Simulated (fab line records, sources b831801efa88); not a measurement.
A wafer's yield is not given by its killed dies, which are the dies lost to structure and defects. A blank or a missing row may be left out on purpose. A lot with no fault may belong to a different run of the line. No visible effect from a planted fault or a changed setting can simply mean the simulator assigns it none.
Struck lot and sound lot, side by side + flow sky130 + 17 out of 708 route steps
Sound: these wafers, L422.2, L422.4, L422.6. Wafers struck: L430.2, L430.4, L430.6. At the end, the cause is stated.
At each step with rows: each side's tool, then ch and its chambers, then its first start. Under that, the readings that differ: sound wafers + struck wafers + difference of the means + sigmas: that difference in standard deviations of wafers without a fault.
alike: words and numbers the same on both sides, and readings whose means are apart by under 2 such deviations; not compared: readings that were withheld, readings missing a value for some wafer, numbers with overlapping values and no deviation given by the record, and bounds like >300 which may hide the same value.
A row with sigmas, a row that says differs or no value, or rows on one side alone: a step with any of these is where the two part. Numbers that have no deviation but don't overlap get no sigmas and don't part them. A reading missing from all wafers of one side parts the sides only when that side holds two or more wafers.

first, 3 steps without rows for these wafers: SKY_VIA1_EXPOSE_09 (exposes mask VIM, target cd 150 nm); SKY_VIA1_PEB_10; SKY_VIA1_DEVELOP_11 (develop time 60 s).
SKY_VIA1_CD_MEAS_12 targets a cd of 150 nm.
  sound on cdSem-02, day 36 04:32; struck on cdSem-01, day 38 03:28
| reading   | sound             | struck            | difference | sigmas |
|-----------|-------------------|-------------------|------------|--------|
| cdNm (nm) | 151.7 151.8 153.1 | 146.8 147.2 146.4 | -5.4       | -3     |
SKY_VIA1_OVL_MEAS_13:
  sound on overlay-01, day 36 04:39; struck on overlay-02, day 38 03:34
  alike: VIA1_OVL
SKY_VIA1_ETCH_14: etches BARC in N2/H2, stops on SiO2, time 45.9 s, target depth 60 nm.
  sound on rieDiel-04 ch 0,1,2, day 36 04:41; struck on rieDiel-04 ch 0,3, day 38 03:36
  alike: drypumpMotorCurrentA, oesProductAu, throttleValvePct
  not compared: rfHoursCounterH
SKY_VIA1_ETCH_15: etches SiO2 in C4F8/O2/Ar, stops on TiN, target depth 351 nm, time 54 s.
  sound on rieDiel-04 ch 0,1,2, day 36 04:43; struck on rieDiel-04 ch 0,3, day 38 03:39
  alike: oesProductAu
  not compared: rfHoursCounterH
SKY_VIA1_STRIP_16: strips in O2/N2.
  sound on plasmaAsher-03 ch 0,1, day 36 04:46; struck on plasmaAsher-01 ch 0,1, day 38 03:41
  alike: drypumpMotorCurrentA, o2FlowSccm, oesProductAu, stripTimeToEndpointS
  not compared: rfHoursCounterH
then, 3 steps without rows for these wafers: SKY_VIA1_STRIP_17 (strips in post etch residue remover, time 1200 s); SKY_VIA1_CLEAN_18 (cleans in IPA, time 180 s); SKY_VIA1_CLEAN_19 (cleans in O3/DIW).
SKY_VIA1_SPUTTER_20: material TiN, target thk 20 nm, time 80 s.
  sound on pvdSputter-04, day 36 05:22; struck on pvdSputter-01, day 38 04:19
| reading              | sound          | struck         | difference | sigmas |
|----------------------|----------------|----------------|------------|--------|
| throttleValvePct (%) | 31.7 30.0 32.1 | 28.8 28.4 28.4 | -2.7       | -2     |
SKY_VIA1_CVD_21: deposits W, target thk 270 nm, time 80.902 s.
  sound on cvdW-01 ch 0,1, day 36 05:25; struck on cvdW-01 ch 0,1, day 38 04:23
  alike: chamberPressureTorr, heaterPowerW
SKY_VIA1_RS_MEAS_22: measurement is done with a four-point probe.
  sound on filmMetro-02, day 36 05:32; struck on filmMetro-01, day 38 04:47
| reading            | sound             | struck            | difference | sigmas |
|--------------------|-------------------|-------------------|------------|--------|
| VIA1_W_RS (ohm/sq) | 0.424 0.424 0.428 | 0.541 0.545 0.529 | +0.113     | +27    |
  not compared: hold
SKY_VIA1_THK_MEAS_23: measures by xrf.
  sound on filmMetro-02, day 36 05:38; struck on filmMetro-01, day 38 06:35
| reading         | sound       | struck      | difference | sigmas |
|-----------------|-------------|-------------|------------|--------|
| VIA1_W_THK (nm) | 274 275 271 | 226 225 231 | -46        | -15    |
  not compared: hold
SKY_VIA1_CMP_24: polishes, stops on SiO2, t overpolish 15 s, target thk 0 nm.
  sound on cmp-01 ch 1,2,3, day 36 05:44; struck on cmp-02 ch 2,3, day 38 12:13
| reading | sound | struck                                                                  | difference                   | sigmas |
|---------|-------|-------------------------------------------------------------------------|------------------------------|--------|
| hold    | - - - | awaitDispo/5.6h/release awaitDispo/5.6h/release awaitDispo/5.6h/release | no value on the sound wafers |        |
  alike: motorCurrentA, overpolishRunS, slurryFilterDpKPa, timeToEndpointS
after that, 1 step had no rows for these wafers: SKY_PAD_OPEN_PROBE_99.

== WHERE THEY PART ==
At SKY_VIA1_CD_MEAS_12 first; at SKY_VIA1_CMP_24 last (within this record only).

WHY: whatever the simulator had introduced
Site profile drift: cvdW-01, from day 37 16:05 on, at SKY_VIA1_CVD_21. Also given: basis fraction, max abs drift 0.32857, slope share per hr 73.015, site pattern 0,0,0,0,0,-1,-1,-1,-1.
